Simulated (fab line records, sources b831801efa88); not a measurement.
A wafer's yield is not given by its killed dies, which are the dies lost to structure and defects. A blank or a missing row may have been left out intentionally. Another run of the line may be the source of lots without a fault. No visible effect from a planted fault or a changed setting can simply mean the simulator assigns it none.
fab line records    flow gf180mcu    part 1 of 2: steps 1 to 39 of 41
record: lots: 6  wafers: 18  lastDay: 34
route steps=602 shown HV_LDD@222 NSD@235 PSD@248 PASSIVATION@602
lots untouched by any fault: they come from a run of this same line in which no faults occurred
startH: start of the lot's first displayed wafer, in hours after the record's first day    waitH: hours from the lot's prior step to this one    " as in the row above    L1.1+2: a single row standing in for several wafers    - no value, or no start was given    * or withheld: withheld    < > ~ a bound
route shown NAME@n: names a module that has steps shown in the file, with the first one's number in the route    usual: the fault-free wafers' mean and standard deviation    same: alike in all rows    chamber/n: place in a boat    sites: the reading at each site    _std_site: their standard deviation    _edge_site: the outer-site mean with the inner-site mean subtracted    radiusMm: for every site, how far away it sits from the centre of the wafer    mask NAME#n: copy n    behind: the last tool/chamber to shape the wafer    hold: reason for holding the lot/hours on hold/outcome of the hold    device: transistor that didn't switch, given as n, p or np    end of line: tests of these same wafers at the route's end    step lacking rows: just its recipe    killed: dies that structure and defects cost at the first sort, which is not the same as the wafer's yield    map: per-die view of a wafer (x killed, . not killed, _ where there is no die)
set.NAME: setting as actually run; set.NAME@STEP: the setting as run at that earlier step    model.NAME: the simulator's own value behind a step, which no gauge read
lots at some steps of the route; a table a step, a row a wafer
services: the hour from which a tool's chamber was out of use, counted from the record's first day as startH (under 0 if before that day), plus the number of hours and why
== steps ==
step: GF_HV_LDD_CD_MEAS_46
recipe: targetCdNm: 400
usual: cdNm: 400.3/2.2
lot.wafer  tool      chamber  startH  waitH  cdNm
L503.3     cdSem-02  -        295.83  0.1    400.3
L503.5     "         -        "       "      401.2
L503.6     "         -        "       "      400.7
L511.2     cdSem-02  -        361.97  0.1    402.2
L511.3     "         -        "       "      403.5
L511.5     "         -        "       "      402.4
L516.1     cdSem-02  -        406.04  0.1    397.5
L516.3     "         -        "       "      398.9
L516.4     "         -        "       "      399.2
L518.1     cdSem-01  -        425.45  0.1    397.4
L518.2     "         -        "       "      397.5
L518.6     "         -        "       "      397.1
L521.3     cdSem-02  -        445.13  0.1    399.4
L521.5     "         -        "       "      399.9
L521.6     "         -        "       "      399.5
L522.4     cdSem-02  -        455.32  0.1    402.2
L522.5     "         -        "       "      401.5
L522.6     "         -        "       "      399.8
step: GF_HV_LDD_OVL_MEAS_47
usual: HV_LDD_03_OVL: 0.1/1.6
lot.wafer  tool        chamber  startH  waitH  HV_LDD_03_OVL[nm]
L503.3     overlay-01  -        295.93  0.1    2.1
L503.5     "           -        "       "      2.0
L503.6     "           -        "       "      3.1
L511.2     overlay-01  -        362.07  0.1    -0.6
L511.3     "           -        "       "      0.4
L511.5     "           -        "       "      -0.7
L516.1     overlay-02  -        406.16  0.1    -0.1
L516.3     "           -        "       "      1.0
L516.4     "           -        "       "      0.6
L518.1     overlay-02  -        425.57  0.1    -2.9
L518.2     "           -        "       "      -0.2
L518.6     "           -        "       "      -0.9
L521.3     overlay-02  -        445.22  0.1    0.2
L521.5     "           -        "       "      1.5
L521.6     "           -        "       "      -0.6
L522.4     overlay-02  -        455.40  0.1    0.2
L522.5     "           -        "       "      -0.4
L522.6     "           -        "       "      0.6
step: GF_HV_LDD_IMPLANT_48
recipe: species: B  energyKev: 25  doseCm2: 3e+13  tiltDeg: 7
step: GF_HV_LDD_STRIP_49
recipe: chemistry: O2/N2  powerW: 1400  pressureMtorr: 1500  platenTempC: 250  o2FlowSccm: 3000  n2FlowSccm: 300  overashFraction: 0.5
usual: drypumpMotorCurrentA: 5.9/0.57  heaterPowerW: 363/42  oesProductAu: 0.716/0.0049  stripTimeToEndpointS: 12.64/0.034
lot.wafer  tool            chamber  startH  waitH  drypumpMotorCurrentA  heaterPowerW  oesProductAu  rfHoursCounterH  stripTimeToEndpointS
L503.3     plasmaAsher-03  0        296.13  0.1    6.0                   423           0.719         -                12.67
L503.5     "               1        "       "      4.8                   345           0.714         -                12.63
L503.6     "               0        "       "      6.0                   410           0.717         -                12.66
L511.2     plasmaAsher-04  0        362.25  0.1    6.2                   311           0.710         56               12.53
L511.3     "               0        "       "      6.2                   292           0.727         -                12.59
L511.5     "               1        "       "      5.9                   332           0.718         -                12.54
L516.1     plasmaAsher-01  0        406.35  0.1    6.1                   340           0.715         30               12.60
L516.3     "               0        "       "      6.1                   342           0.718         -                12.64
L516.4     "               1        "       "      6.5                   417           0.709         -                12.63
L518.1     plasmaAsher-01  0        425.75  0.1    6.1                   340           0.711         32               12.61
L518.2     "               1        "       "      6.5                   410           0.708         32               12.69
L518.6     "               1        "       "      6.5                   407           0.707         -                12.66
L521.3     plasmaAsher-01  0        445.43  0.1    6.1                   336           0.720         -                12.65
L521.5     "               1        "       "      6.5                   416           0.716         -                12.62
L521.6     "               0        "       "      6.1                   345           0.710         -                12.65
L522.4     plasmaAsher-03  1        455.60  0.1    4.8                   354           0.724         -                12.59
L522.5     "               1        "       "      4.8                   354           0.719         -                12.58
L522.6     "               0        "       "      6.0                   415           0.715         -                12.56
step: GF_HV_LDD_TW_MEAS_50
usual: HV_LDD_4_TW: 565/3.3
lot.wafer  tool          chamber  startH  waitH  HV_LDD_4_TW
L503.3     filmMetro-02  -        296.22  0.1    566
L503.5     "             -        "       "      570
L503.6     "             -        "       "      570
L511.2     filmMetro-04  -        362.36  0.1    569
L511.3     "             -        "       "      571
L511.5     "             -        "       "      567
L516.1     filmMetro-04  -        406.45  0.1    564
L516.3     "             -        "       "      563
L516.4     "             -        "       "      566
L518.1     filmMetro-01  -        425.85  0.1    565
L518.2     "             -        "       "      567
L518.6     "             -        "       "      568
L521.3     filmMetro-01  -        445.52  0.1    564
L521.5     "             -        "       "      566
L521.6     "             -        "       "      562
L522.4     filmMetro-04  -        455.70  0.1    565
L522.5     "             -        "       "      563
L522.6     "             -        "       "      564
step: GF_HV_LDD_CLEAN_51
recipe: chemistry: SC1/SC2  mix: 1:4:20  tempC: 70  timeS: 150  dry: n2Spin
step: GF_HV_LDD_RTA_52
recipe: tempC: 1000  timeS: 10  ambient: N2
usual: lampPowerPct: 30/3.5  wafer_temp_C_max: 1004.7/0.97
lot.wafer  tool          chamber  startH  waitH  lampPowerPct  wafer_temp_C_max
L503.3     rtpAnneal-02  0        296.36  0.0    34            1003.9
L503.5     "             0        "       "      34            1004.2
L503.6     "             0        "       "      34            1004.1
L511.2     rtpAnneal-02  0        362.48  0.0    34            1004.6
L511.3     "             0        "       "      34            1004.3
L511.5     "             0        "       "      34            1003.6
L516.1     rtpAnneal-01  0        406.56  0.0    27            1005.0
L516.3     "             0        "       "      27            1004.2
L516.4     "             0        "       "      27            1005.5
L518.1     rtpAnneal-01  0        425.96  0.0    27            1006.8
L518.2     "             0        "       "      27            1005.8
L518.6     "             0        "       "      27            1007.0
L521.3     rtpAnneal-01  0        445.63  0.0    27            1005.5
L521.5     "             0        "       "      27            1005.3
L521.6     "             0        "       "      27            1003.5
L522.4     rtpAnneal-02  0        455.81  0.0    34            1003.9
L522.5     "             0        "       "      34            1004.1
L522.6     "             0        "       "      34            1004.1
step: GF_HV_LDD_RS_MEAS_53
recipe: thkMeasGauge: four-point-probe
usual: HV_LDD_RS: 418.7/0.96
lot.wafer  tool          chamber  startH  waitH  HV_LDD_RS[ohm/sq]
L503.3     filmMetro-01  -        296.44  0.1    420.7
L503.5     "             -        "       "      420.3
L503.6     "             -        "       "      419.9
L511.2     filmMetro-02  -        362.62  0.1    417.4
L511.3     "             -        "       "      417.9
L511.5     "             -        "       "      418.0
L516.1     filmMetro-02  -        406.62  0.1    418.7
L516.3     "             -        "       "      418.6
L516.4     "             -        "       "      418.4
L518.1     filmMetro-04  -        426.03  0.1    418.0
L518.2     "             -        "       "      419.2
L518.6     "             -        "       "      420.0
L521.3     filmMetro-04  -        445.72  0.1    418.9
L521.5     "             -        "       "      419.1
L521.6     "             -        "       "      418.4
L522.4     filmMetro-01  -        455.91  0.1    418.2
L522.5     "             -        "       "      419.9
L522.6     "             -        "       "      418.9
step: GF_HV_LDD_CVD_54
recipe: material: SiO2  targetThkNm: 10  precursor: TEOS  tempC: 680  timeS: 75  pressureMtorr: 400
step: GF_HV_LDD_THK_MEAS_55
recipe: reads: SiO2_of_HV_LDD_CVD_54
usual: HV_LDD_CVD_54_THK: 10.04/0.13
lot.wafer  tool          chamber  startH  waitH  HV_LDD_CVD_54_THK[nm]
L503.3     filmMetro-01  -        297.56  0.0    10.14
L503.5     "             -        "       "      10.11
L503.6     "             -        "       "      10.23
L511.2     filmMetro-02  -        364.24  0.0    10.06
L511.3     "             -        "       "      10.25
L511.5     "             -        "       "      10.08
L516.1     filmMetro-02  -        408.28  0.0    9.98
L516.3     "             -        "       "      9.85
L516.4     "             -        "       "      9.85
L518.1     filmMetro-02  -        427.68  0.0    10.26
L518.2     "             -        "       "      10.22
L518.6     "             -        "       "      10.10
L521.3     filmMetro-01  -        446.84  0.0    10.11
L521.5     "             -        "       "      10.13
L521.6     "             -        "       "      10.10
L522.4     filmMetro-01  -        457.02  0.0    10.00
L522.5     "             -        "       "      10.04
L522.6     "             -        "       "      9.93
step: GF_HV_LDD_CVD_56
recipe: material: Si3N4  precursor: DCS/NH3  targetThkNm: 90  tempC: 770  timeS: 1543  pressureMtorr: 250
step: GF_HV_LDD_THK_MEAS_57
recipe: reads: Si3N4_of_HV_LDD_CVD_56
usual: HV_LDD_CVD_56_THK: 90.1/0.79
lot.wafer  tool          chamber  startH  waitH  HV_LDD_CVD_56_THK[nm]
L503.3     filmMetro-02  -        300.01  0.0    90.1
L503.5     "             -        "       "      90.2
L503.6     "             -        "       "      90.0
L511.2     filmMetro-01  -        365.73  0.0    89.8
L511.3     "             -        "       "      89.9
L511.5     "             -        "       "      89.1
L516.1     filmMetro-02  -        410.48  0.0    90.2
L516.3     "             -        "       "      89.5
L516.4     "             -        "       "      89.9
L518.1     filmMetro-01  -        429.88  0.0    90.9
L518.2     "             -        "       "      91.2
L518.6     "             -        "       "      90.3
L521.3     filmMetro-04  -        448.33  0.0    89.3
L521.5     "             -        "       "      89.6
L521.6     "             -        "       "      89.9
L522.4     filmMetro-01  -        458.51  0.0    88.4
L522.5     "             -        "       "      87.7
L522.6     "             -        "       "      87.9
step: GF_HV_LDD_ETCHBACK_58
recipe: chemistry: CH3F/O2  target: Si3N4  stopOn: SiO2  sourceW: 400  biasW: 80  pressureMtorr: 25  ch3fFlowSccm: 40  O2_flow_sccm: 30  timeS: 100  targetDepthA: 900
usual: drypumpMotorCurrentA: 5.6/0.48  oesProductAu: 0.843/0.0067  rfFwdPowerW: 398.0/1.5  throttleValvePct: 10.561/0.009
lot.wafer  tool        chamber  startH  waitH  drypumpMotorCurrentA  oesProductAu  rfFwdPowerW  rfHoursCounterH  throttleValvePct  model.SiO2_of_HV_LDD_CVD_54.thkNm
L503.3     rieDiel-02  2        300.05  0.0    5.0                   0.846         400.5        3                10.566            7.6
L503.5     "           1        "       "      5.9                   0.845         398.7        -                10.566            7.608
L503.6     "           2        "       "      5.0                   0.833         399.0        -                10.562            7.653
L511.2     rieDiel-04  1        365.78  0.0    6.1                   0.830         397.3        17               10.563            7.513
L511.3     "           2        "       "      5.1                   0.839         397.4        14               10.558            7.779
L511.5     "           3        "       "      5.4                   0.830         396.9        -                10.555            7.651
L516.1     rieDiel-02  2        410.54  0.1    4.9                   0.845         396.5        5                10.555            7.433
L516.3     "           1        "       "      5.9                   0.842         399.5        6                10.578            7.378
L516.4     "           0        "       "      5.3                   0.837         398.0        29               10.560            7.381
L518.1     rieDiel-03  2        429.94  0.1    6.5                   0.862         397.3        13               10.573            7.692
L518.2     "           1        "       "      6.0                   0.849         398.4        16               10.560            7.624
L518.6     "           2        "       "      6.5                   0.843         399.8        -                10.559            7.587
L521.3     rieDiel-04  2        448.37  0.0    5.2                   0.830         558.8        15               10.571            6.282
L521.5     "           3        "       "      5.4                   0.837         558.7        -                10.536            6.314
L521.6     "           2        "       "      5.2                   0.847         558.6        -                10.564            6.255
L522.4     rieDiel-04  2        458.54  0.0    5.1                   0.839         561.9        15               10.545            6.118
L522.5     "           3        "       "      5.4                   0.835         559.8        -                10.550            6.224
L522.6     "           2        "       "      5.2                   0.833         557.1        -                10.560            6.022
step: GF_NSD_DEHYDRATE_00
recipe: tempC: 200  timeS: 60
step: GF_NSD_HMDS_01
recipe: primeTimeS: 60  primeTempC: 120
step: GF_NSD_COAT_02
recipe: resist: NOVOLAK  spinRpm: 3000  resistThkNm: 1000
step: GF_NSD_SOFTBAKE_03
recipe: tempC: 90  timeS: 60  resist: NOVOLAK
step: GF_NSD_EXPOSE_04
recipe: maskId: Nplus  targetCdNm: 400  na: 0.6  sourceShape: conventional  sigmaOuter: 0.6  doseMj: 140
step: GF_NSD_PEB_05
recipe: tempC: withheld  timeS: *  resist: NOVOLAK
step: GF_NSD_DEVELOP_06
recipe: developTimeS: 60  devTempC: 23
step: GF_NSD_CD_MEAS_07
recipe: targetCdNm: 400
usual: cdNm: 400.0/2.4
lot.wafer  tool      chamber  startH  waitH  cdNm
L503.3     cdSem-01  -        320.98  0.1    403.9
L503.5     "         -        "       "      402.3
L503.6     "         -        "       "      401.0
L511.2     cdSem-01  -        388.21  0.1    402.6
L511.3     "         -        "       "      403.4
L511.5     "         -        "       "      404.2
L516.1     cdSem-02  -        434.84  0.1    398.7
L516.3     "         -        "       "      401.2
L516.4     "         -        "       "      400.2
L518.1     cdSem-02  -        454.44  0.1    399.8
L518.2     "         -        "       "      399.9
L518.6     "         -        "       "      400.8
L521.3     cdSem-01  -        472.63  0.1    401.3
L521.5     "         -        "       "      400.0
L521.6     "         -        "       "      400.4
L522.4     cdSem-02  -        483.55  0.1    400.7
L522.5     "         -        "       "      402.5
L522.6     "         -        "       "      398.6
step: GF_NSD_OVL_MEAS_08
usual: NSD_OVL: -0.3/1.6
lot.wafer  tool        chamber  startH  waitH  NSD_OVL[nm]
L503.3     overlay-02  -        321.08  0.1    0.3
L503.5     "           -        "       "      0.2
L503.6     "           -        "       "      0.7
L511.2     overlay-02  -        388.31  0.1    -1.4
L511.3     "           -        "       "      -0.1
L511.5     "           -        "       "      -1.1
L516.1     overlay-02  -        434.96  0.1    3.2
L516.3     "           -        "       "      3.1
L516.4     "           -        "       "      3.5
L518.1     overlay-01  -        454.56  0.1    -2.1
L518.2     "           -        "       "      -3.5
L518.6     "           -        "       "      -1.8
L521.3     overlay-02  -        472.72  0.1    -0.1
L521.5     "           -        "       "      -0.9
L521.6     "           -        "       "      0.4
L522.4     overlay-01  -        483.63  0.1    0.5
L522.5     "           -        "       "      2.3
L522.6     "           -        "       "      0.4
step: GF_NSD_IMPLANT_09
recipe: species: As  energyKev: 60  doseCm2: 4e+15  tiltDeg: 7
step: GF_NSD_IMPLANT_10
recipe: species: P  energyKev: 40  doseCm2: 5e+14  tiltDeg: 7
step: GF_NSD_STRIP_11
recipe: chemistry: O2/N2  powerW: 1400  pressureMtorr: 1500  platenTempC: 250  o2FlowSccm: 3000  n2FlowSccm: 300  overashFraction: 0.5
usual: drypumpMotorCurrentA: 5.6/0.46  heaterPowerW: 353/36  oesProductAu: 0.487/0.0044  stripTimeToEndpointS: 22.96/0.034
lot.wafer  tool            chamber  startH  waitH  drypumpMotorCurrentA  heaterPowerW  oesProductAu  rfHoursCounterH  stripTimeToEndpointS
L503.3     plasmaAsher-03  1        321.43  0.1    4.8                   355           0.492         -                22.94
L503.5     "               0        "       "      5.9                   417           0.488         -                22.92
L503.6     "               1        "       "      4.8                   354           0.483         -                22.92
L511.2     plasmaAsher-02  0        388.64  0.1    5.7                   334           0.494         72               22.91
L511.3     "               0        "       "      5.7                   339           0.477         -                22.89
L511.5     "               0        "       "      5.7                   354           0.490         -                22.94
L516.1     plasmaAsher-03  0        435.30  0.1    6.0                   410           0.490         82               23.01
L516.3     "               0        "       "      6.0                   407           0.481         -                22.95
L516.4     "               1        "       "      4.8                   343           0.487         -                22.96
L518.1     plasmaAsher-04  1        454.90  0.1    5.9                   327           0.494         67               23.02
L518.2     "               0        "       "      6.2                   293           0.488         67               23.04
L518.6     "               0        "       "      6.2                   294           0.481         -                23.01
L521.3     plasmaAsher-02  1        473.08  0.1    5.7                   332           0.491         -                22.97
L521.5     "               1        "       "      5.7                   334           0.487         -                23.00
L521.6     "               0        "       "      5.6                   336           0.487         -                22.91
L522.4     plasmaAsher-03  1        483.98  0.1    4.8                   346           0.485         -                22.99
L522.5     "               1        "       "      4.8                   342           0.495         -                22.98
L522.6     "               0        "       "      6.0                   431           0.488         -                22.97
step: GF_NSD_TW_MEAS_12
usual: NSD_TW: 4221/31
lot.wafer  tool          chamber  startH  waitH  NSD_TW
L503.3     filmMetro-03  -        321.52  0.1    4224
L503.5     "             -        "       "      4230
L503.6     "             -        "       "      4239
L511.2     filmMetro-04  -        388.75  0.1    4209
L511.3     "             -        "       "      4181
L511.5     "             -        "       "      4202
L516.1     filmMetro-01  -        435.40  0.1    4221
L516.3     "             -        "       "      4224
L516.4     "             -        "       "      4210
L518.1     filmMetro-03  -        455.00  0.1    4252
L518.2     "             -        "       "      4259
L518.6     "             -        "       "      4251
L521.3     filmMetro-04  -        473.17  0.1    4238
L521.5     "             -        "       "      4240
L521.6     "             -        "       "      4245
L522.4     filmMetro-03  -        484.08  0.1    4250
L522.5     "             -        "       "      4275
L522.6     "             -        "       "      4240
step: GF_PSD_DEHYDRATE_00
recipe: tempC: 200  timeS: 60
step: GF_PSD_HMDS_01
recipe: primeTimeS: 60  primeTempC: 120
step: GF_PSD_COAT_02
recipe: resist: NOVOLAK  spinRpm: 3000  resistThkNm: 1000
step: GF_PSD_SOFTBAKE_03
recipe: tempC: 90  timeS: 60  resist: NOVOLAK
step: GF_PSD_EXPOSE_04
recipe: maskId: Pplus  targetCdNm: 400  na: 0.6  sourceShape: conventional  sigmaOuter: 0.6  doseMj: 140
step: GF_PSD_PEB_05
recipe: tempC: withheld  timeS: *  resist: NOVOLAK
step: GF_PSD_DEVELOP_06
recipe: developTimeS: 60  devTempC: 23
step: GF_PSD_CD_MEAS_07
recipe: targetCdNm: 400
usual: cdNm: 400.2/2.7
lot.wafer  tool      chamber  startH  waitH  cdNm
L503.3     cdSem-01  -        342.58  0.1    397.8
L503.5     "         -        "       "      398.5
L503.6     "         -        "       "      399.8
L511.2     cdSem-01  -        411.82  0.1    398.1
L511.3     "         -        "       "      395.8
L511.5     "         -        "       "      396.7
L516.1     cdSem-02  -        459.41  0.1    402.0
L516.3     "         -        "       "      398.8
L516.4     "         -        "       "      401.2
L518.1     cdSem-01  -        479.39  0.1    400.5
L518.2     "         -        "       "      401.9
L518.6     "         -        "       "      401.2
L521.3     cdSem-01  -        497.22  0.1    397.1
L521.5     "         -        "       "      394.9
L521.6     "         -        "       "      397.6
L522.4     cdSem-01  -        507.60  0.1    400.4
L522.5     "         -        "       "      398.2
L522.6     "         -        "       "      400.1
step: GF_PSD_OVL_MEAS_08
usual: PSD_OVL: 1.3/1.3
lot.wafer  tool        chamber  startH  waitH  PSD_OVL[nm]
L503.3     overlay-01  -        342.67  0.1    -0.1
L503.5     "           -        "       "      -1.0
L503.6     "           -        "       "      -0.3
L511.2     overlay-01  -        411.92  0.1    1.8
L511.3     "           -        "       "      0.1
L511.5     "           -        "       "      1.1
L516.1     overlay-02  -        459.53  0.1    2.1
L516.3     "           -        "       "      0.6
L516.4     "           -        "       "      1.5
L518.1     overlay-02  -        479.51  0.1    0.9
L518.2     "           -        "       "      2.2
L518.6     "           -        "       "      2.0
L521.3     overlay-02  -        497.32  0.1    0.9
L521.5     "           -        "       "      1.0
L521.6     "           -        "       "      0.5
L522.4     overlay-02  -        507.68  0.1    0.6
L522.5     "           -        "       "      0.7
L522.6     "           -        "       "      1.2
step: GF_PSD_IMPLANT_09
recipe: species: BF2  energyKev: 40  doseCm2: 1.5e+15  tiltDeg: 7
step: GF_PSD_STRIP_10
recipe: chemistry: O2/N2  powerW: 1400  pressureMtorr: 1500  platenTempC: 250  o2FlowSccm: 3000  n2FlowSccm: 300  overashFraction: 0.5
usual: drypumpMotorCurrentA: 5.8/0.53  heaterPowerW: 367/35  oesProductAu: 0.592/0.0047  stripTimeToEndpointS: 16.51/0.036
lot.wafer  tool            chamber  startH  waitH  drypumpMotorCurrentA  heaterPowerW  oesProductAu  rfHoursCounterH  stripTimeToEndpointS
L503.3     plasmaAsher-02  0        342.88  0.1    5.7                   339           0.594         -                16.52
L503.5     "               0        "       "      5.6                   350           0.586         -                16.55
L503.6     "               1        "       "      5.7                   342           0.595         -                16.55
L511.2     plasmaAsher-03  0        412.10  0.1    6.0                   428           0.596         79               16.55
L511.3     "               1        "       "      4.8                   351           0.596         -                16.56
L511.5     "               0        "       "      6.0                   421           0.594         -                16.50
L516.1     plasmaAsher-01  1        459.72  0.1    6.5                   413           0.598         34               16.39
L516.3     "               1        "       "      6.5                   409           0.589         -                16.50
L516.4     "               0        "       "      6.1                   339           0.591         -                16.43
L518.1     plasmaAsher-01  0        479.70  0.1    6.1                   334           0.596         36               16.53
L518.2     "               1        "       "      6.5                   413           0.593         36               16.49
L518.6     "               0        "       "      6.1                   339           0.596         -                16.46
L521.3     plasmaAsher-02  1        497.52  0.1    5.8                   339           0.597         -                16.51
L521.5     "               1        "       "      5.7                   327           0.594         -                16.51
L521.6     "               0        "       "      5.7                   340           0.591         -                16.53
L522.4     plasmaAsher-03  1        507.88  0.1    4.8                   343           0.584         -                16.55
L522.5     "               0        "       "      6.0                   419           0.592         -                16.50
L522.6     "               1        "       "      4.8                   354           0.589         -                16.48
step: GF_PSD_TW_MEAS_11
usual: PSD_TW: 3160/20
lot.wafer  tool          chamber  startH  waitH  PSD_TW
L503.3     filmMetro-03  -        342.96  0.1    3174
L503.5     "             -        "       "      3190
L503.6     "             -        "       "      3187
L511.2     filmMetro-03  -        412.21  0.1    3161
L511.3     "             -        "       "      3158
L511.5     "             -        "       "      3179
L516.1     filmMetro-04  -        459.82  0.1    3181
L516.3     "             -        "       "      3167
L516.4     "             -        "       "      3171
L518.1     filmMetro-04  -        479.80  0.1    3167
L518.2     "             -        "       "      3164
L518.6     "             -        "       "      3180
L521.3     filmMetro-04  -        497.61  0.1    3153
L521.5     "             -        "       "      3161
L521.6     "             -        "       "      3155
L522.4     filmMetro-03  -        507.98  0.1    3200
L522.5     "             -        "       "      3186
L522.6     "             -        "       "      3188
step: GF_PSD_CLEAN_12
recipe: chemistry: SC1/SC2  mix: 1:4:20  tempC: 70  timeS: 150  dry: n2Spin
lot.wafer  tool         chamber  startH  waitH  model.SiO2_of_HV_LDD_CVD_54.thkNm
L503.3     wetBench-02  1        343.00  0.0    6.921
L503.5     "            1        "       "      6.931
L503.6     "            1        "       "      6.973
L511.2     wetBench-03  1        412.26  0.0    6.847
L511.3     "            1        "       "      7.112
L511.5     "            1        "       "      6.983
L516.1     wetBench-01  1        459.88  0.1    6.756
L516.3     "            1        "       "      6.701
L516.4     "            1        "       "      6.705
L518.1     wetBench-03  0        479.86  0.1    7.006
L518.2     "            0        "       "      6.937
L518.6     "            0        "       "      6.903
L521.3     wetBench-01  1        497.65  0.0    5.602
L521.5     "            1        "       "      5.629
L521.6     "            1        "       "      5.572
L522.4     wetBench-02  2        508.01  0.0    5.447
L522.5     "            2        "       "      5.55
L522.6     "            2        "       "      5.346
== key ==
firstSign: step: GF_HV_LDD_ETCHBACK_58  reading: rfFwdPowerW  direction: up  sigmas: 99+  usual: 398.0  struck: 559.1
effect none on later readings
modelEffect: step: GF_HV_LDD_ETCHBACK_58  value: SiO2_of_HV_LDD_CVD_54.thkNm  without: 7.554  struck: 6.203
modelEffect: step: GF_PSD_CLEAN_12  value: SiO2_of_HV_LDD_CVD_54.thkNm  without: 6.875  struck: 5.525
modelEffect: step: GF_PASSIVATION_PROBE_99  value: etest.pplusU.rsOhmSq  without: 183.2  struck: 179.6
metAt GF_HV_LDD_ETCHBACK_58
struckWafers L521.3,L521.5,L521.6,L522.4,L522.5,L522.6
testerLeftOut L521,L522
onsetBetween 365.78 448.37
fault: kind: processParameterDrift  tool: rieDiel-04  chamber: -  onsetH: 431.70  steps: GF_HV_LDD_ETCHBACK_58  channel: sourceW  offset: 160  shape: step  endH: 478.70  actsIn: theseRecipesOnly  stated: 400
testerLeftOut: of these lots the tester's yield and bins aren't shown, on N5 and GAA mostly nor the transistor test; their killed dies are dies lost to structure and defects alone, not to doping, threshold or leakage, so they don't give the yield
